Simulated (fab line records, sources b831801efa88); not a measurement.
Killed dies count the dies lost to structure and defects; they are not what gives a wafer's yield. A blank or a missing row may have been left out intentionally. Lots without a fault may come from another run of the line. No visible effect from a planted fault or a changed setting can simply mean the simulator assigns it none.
A single fault, viewed from 2 desks || flow sky130 || each desk holds nothing but its own numbers, with what lay behind them at the end

## DESK OF THE TOOL OWNER: rie_diel-01
The tool's own readings at SKY_SONOS_ONO_ETCH_15 (etches the open film in CHF3/O2, target depth 19.52 nm, time 7.8 s): means of the sampled wafers that have a number, for each lot that ran on this tool. A lot is out of limits, marked OUT, if its mean lies more than 4 standard deviations from the usual mean; the brackets give that distance.
Columns: A = bias_w at SKY_SONOS_ONO_ETCH_15, usual 200.1 W; B = drypump_motor_current_A at SKY_SONOS_ONO_ETCH_15, usual 5.7 A; C = oes_product_au at SKY_SONOS_ONO_ETCH_15, usual 0.997 a.u.; D = throttle_valve_pct at SKY_SONOS_ONO_ETCH_15, usual 8.824 %
{"lot": "L290", "first seen here": "day 12 18:26", "A": 201.1, "B": 5.3, "C": 0.995, "D": 8.831}
{"lot": "L295", "first seen here": "day 14 07:59", "A": 200.7, "B": 5.9, "C": 0.999, "D": 8.824}
{"lot": "L296", "first seen here": "day 14 21:32", "A": 200.3, "B": 5.4, "C": 1.003, "D": 8.824}
{"lot": "L297", "first seen here": "day 15 02:34", "A": 200.4, "B": 5.0, "C": 1.001, "D": 8.825}
{"lot": "L305", "first seen here": "day 17 23:58", "A": 200.2, "B": 5.4, "C": "0.929 (-6.2) OUT", "D": 8.803}
{"lot": "L306", "first seen here": "day 18 06:04", "A": 200.3, "B": 5.2, "C": "0.837 (-15) OUT", "D": "8.782 (-4.8) OUT"}
Finding of this desk: L305, L306 out of limits; the first was L305 at day 17 23:58, on oes_product_au at SKY_SONOS_ONO_ETCH_15. L290, L295, L296, L297: within limits.

## AT THE METROLOGY DESK
What the gauges read, lot by lot, whatever tool the lot ran on: means of the sampled wafers that have a number. A lot is out of limits, marked OUT, if its mean lies more than 4 standard deviations from the usual mean; the brackets give that distance.
Columns: A = VT_ADJUST_PCH_TW at SKY_VT_ADJUST_PCH_TW_MEAS_10, usual 143.3; B = LDD_N_OVL at SKY_LDD_N_OVL_MEAS_07, usual -1.4 nm
{"lot": "L290", "first seen here": "day 10 12:25", "A": 143.2, "B": -1.2}
{"lot": "L292", "first seen here": "day 11 04:46", "A": 143.8, "B": -3.6}
{"lot": "L294", "first seen here": "day 11 15:22", "A": 142.5, "B": -2.4}
{"lot": "L295", "first seen here": "day 11 23:56", "A": 143.9, "B": -1.5}
{"lot": "L296", "first seen here": "day 12 11:22", "A": 143.5, "B": -2.0}
{"lot": "L297", "first seen here": "day 12 18:30", "A": 143.2, "B": -0.2}
{"lot": "L298", "first seen here": "day 12 23:53", "A": 143.8, "B": -3.7}
{"lot": "L305", "first seen here": "day 15 07:08", "A": 143.4, "B": -1.6}
{"lot": "L306", "first seen here": "day 15 14:11", "A": 142.4, "B": -1.3}
{"lot": "L308", "first seen here": "day 16 05:43", "A": 142.5, "B": -1.5}
{"lot": "L309", "first seen here": "day 16 12:20", "A": 141.8, "B": -1.2}
{"lot": "L310", "first seen here": "day 16 19:32", "A": 144.3, "B": -2.2}
{"lot": "L311", "first seen here": "day 17 07:58", "A": 143.7, "B": -1.3}
This desk's finding: nothing out of limits on any of the 13 lots.

## BROUGHT TOGETHER
The tool owner's desk had the chance to raise an alarm at day 17 23:58 on L305, L306.
At the metrology desk, nothing out of limits was observed.
The metrology desk holds a record of L305, L306, inside its limits.
Of the lots named, all ran SKY_SONOS_ONO_ETCH_15 on rie_diel-01.

## WHAT HAD BEEN PUT IN BY THE SIMULATOR
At SKY_SONOS_ONO_ETCH_15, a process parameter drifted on rie_diel-01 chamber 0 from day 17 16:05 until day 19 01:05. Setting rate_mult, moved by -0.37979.
Struck lots among those shown: L305, L306.
Delay in hours, fault start to first out-of-limits reading, by desk: the tool owner's desk at 8.
